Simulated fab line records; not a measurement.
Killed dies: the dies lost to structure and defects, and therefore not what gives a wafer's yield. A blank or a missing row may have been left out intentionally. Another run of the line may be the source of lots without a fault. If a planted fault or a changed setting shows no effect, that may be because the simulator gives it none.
Comparing a struck lot with a sound one | flow sky130 | 17 out of 708 route steps
Sound: the wafers L941.1, L941.4, L941.6. Struck: wafers L951.1, L951.2 (left out: L951.3, a lot-mate that was not struck); the cause follows at the end.
Each step with rows lists, per side, the tool, then ch with its chambers, then its first start. Under that, the readings that differ: sound wafers | struck wafers | difference of the means | sigmas: that difference in standard deviations of wafers without a fault.
alike: words and numbers the same on both sides, and readings whose means are apart by under 2 such deviations; not compared: readings that were withheld, readings missing a value for some wafer, numbers with overlapping values and no deviation given by the record, and bounds like >300 which may hide the same value.
A row with sigmas, a row that says differs or no value, or rows on one side alone: a step with any of these is where the two part. Numbers that have no deviation but don't overlap get no sigmas and don't part them. A reading missing from all wafers of one side parts the sides only when that side holds two or more wafers.

SKY_VT_ADJUST_HVTR_OVL_MEAS_08:
  sound on overlay-02 at day 10 16:53; struck on overlay-02 at day 13 15:43
reading                 | sound          | struck  | difference | sigmas
VT_ADJUST_HVTR_OVL (nm) | -2.9 -1.6 -2.6 | 1.2 0.2 | +3.1       | +2
then, 1 step without rows for these wafers: SKY_VT_ADJUST_HVTR_IMPLANT_09.
SKY_VT_ADJUST_HVTR_STRIP_10: strips in O2/N2.
  sound on plasmaAsher-01 ch 0, day 10 17:04; struck on plasmaAsher-02 ch 0,1, day 13 15:54
reading                  | sound             | struck      | difference | sigmas
stripTimeToEndpointS (s) | 14.22 14.24 14.24 | 14.18 14.14 | -0.07      | -2
  alike: drypumpMotorCurrentA, oesProductAu
  not compared: rfHoursCounterH
SKY_VT_ADJUST_HVTR_TW_MEAS_11:
  sound on filmMetro-04 at day 10 17:10; struck on filmMetro-03 at day 13 16:00
  alike: VT_ADJUST_HVTR_TW
then, 7 steps without rows for these wafers: SKY_VT_ADJUST_PCH_DEHYDRATE_00 (time 60 s); SKY_VT_ADJUST_PCH_HMDS_01 (prime time 60 s); SKY_VT_ADJUST_PCH_COAT_02 (resist thk 3000 nm); SKY_VT_ADJUST_PCH_SOFTBAKE_03; SKY_VT_ADJUST_PCH_EXPOSE_04 (exposes mask NWM, target cd 840 nm); SKY_VT_ADJUST_PCH_PEB_05; SKY_VT_ADJUST_PCH_DEVELOP_06 (develop time 60 s).
SKY_VT_ADJUST_PCH_OVL_MEAS_07:
  sound on overlay-02 at day 11 15:52; struck on overlay-02 at day 14 18:19
  alike: VT_ADJUST_PCH_OVL
SKY_VT_ADJUST_PCH_IMPLANT_08:
  sound on implanter-02 ch 0, day 11 15:53; struck on implanter-02 ch 0, day 14 18:54
  alike: beamEnergyKeV, beamOnS
SKY_VT_ADJUST_PCH_STRIP_09: strips in O2/N2.
  sound on plasmaAsher-02 ch 0,1, day 11 16:02; struck on plasmaAsher-04 ch 0,1, day 14 19:03
  alike: drypumpMotorCurrentA, oesProductAu, stripTimeToEndpointS
  not compared: rfHoursCounterH
SKY_VT_ADJUST_PCH_TW_MEAS_10:
  sound on filmMetro-02 at day 11 16:08; struck on filmMetro-02 at day 14 19:09
reading          | sound             | struck      | difference | sigmas
VT_ADJUST_PCH_TW | 143.4 142.5 142.2 | 140.5 141.7 | -1.6       | -2
then, 1 step without rows for these wafers: SKY_SONOS_TUNNEL_DEHYDRATE_00 (time 60 s).
-- record jumps: 34 days separate the struck wafers' starts on either side; left off in module SONOS_TUNNEL, taken up again in module PAD_OPEN, whose first shown step is the route's number 708 --
SKY_PAD_OPEN_PROBE_99:
  sound on prober-02 at day 46 22:56; struck on prober-01 at day 49 05:29
reading                            | sound                  | struck          | difference | sigmas
model.etest.pfetG5v0d10v5.vtVRange | 0.0309 0.02727 0.04952 | 0.06924 0.06792 | +0.03268   | 
model.etest.pfet_01v8_lvt.vtVRange | 0.01087 0.01474 0.0153 | 0.02789 0.02839 | +0.01450   | 
  alike: killed_at_M0_to_M3, killed_at_M4_up, killedAtContacts, killedAtFrontEnd, killedAtOther, killedDies, killedOpen, killedShort
  not compared: model.etest.pfetG5v0d10v5.vtLongV

## WHERE THEY PART
At SKY_VT_ADJUST_HVTR_OVL_MEAS_08 first; at SKY_VT_ADJUST_PCH_TW_MEAS_10 last (within this record only). Later steps at which nothing parts them and some readings are alike: SKY_PAD_OPEN_PROBE_99.

WHY: whatever the simulator had introduced
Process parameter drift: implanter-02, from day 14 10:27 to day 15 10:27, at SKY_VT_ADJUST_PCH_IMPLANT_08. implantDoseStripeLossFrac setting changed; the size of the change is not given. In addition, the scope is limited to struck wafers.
